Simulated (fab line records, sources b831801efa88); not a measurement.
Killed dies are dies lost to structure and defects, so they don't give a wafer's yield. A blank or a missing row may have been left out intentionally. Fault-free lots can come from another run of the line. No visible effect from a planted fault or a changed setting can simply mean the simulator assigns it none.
Chamber matching ; flow sky130 ; 4 sister chambers for SKY_METAL4_ETCH_17 on rieDiel-03
The step etches SiO2 in C4F8/O2/Ar, stops on TiN, time 3.9 s, target depth 15 nm. 8 wafers are shown with their chamber, then 7 later ones without.

== WAFERS PAIRED WITH THEIR CHAMBERS ==
wafer;chamber;oesProductAu (a.u.)
L930.1;1;0.749
L939.6;3;0.757
L941.2;0;0.760
L944.1;1;0.759
L944.2;0;0.751
L944.3;2;0.749
L942.2;3;0.755
L942.3;2;0.759

== WAFERS WHOSE CHAMBER IS MISSING ==
wafer;oesProductAu (a.u.)
L942.6;0.762
L949.3;0.759
L949.4;0.756
L949.5;0.763
L951.1;0.751
L951.3;0.751
L951.6;0.753

== WHICH CHAMBER EACH ONE RAN IN ==
wafer;from the rows above;in truth
L942.6;can't be placed: 3 or 0 or 1 or 2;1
L949.3;can't be placed: 3 or 0 or 1 or 2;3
L949.4;can't be placed: 3 or 0 or 1 or 2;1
L949.5;can't be placed: 3 or 0 or 1 or 2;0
L951.1;can't be placed: 1 or 2 or 0 or 3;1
L951.3;can't be placed: 1 or 2 or 0 or 3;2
L951.6;can't be placed: 1 or 2 or 0 or 3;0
Placed correctly: 0 of 7. Not placeable from these rows: 7 (in 7, the candidates include the true chamber). Wrongly placed: 0.
How it was worked out, from the rows above alone: a wafer's distance from a chamber is the root of the sum, over the readings, of the square of ((its reading less the chamber's mean) divided by the reading's scatter). If the next closest chamber is less than 2 further off than the closest, the wafer can't be placed; otherwise it belongs to the closest. The mean given for a chamber averages the wafers shown for that chamber. The scatter: take each reading less its chamber's mean, square it, sum over the shown wafers, divide by the number of wafers less the number of chambers, and take the root.
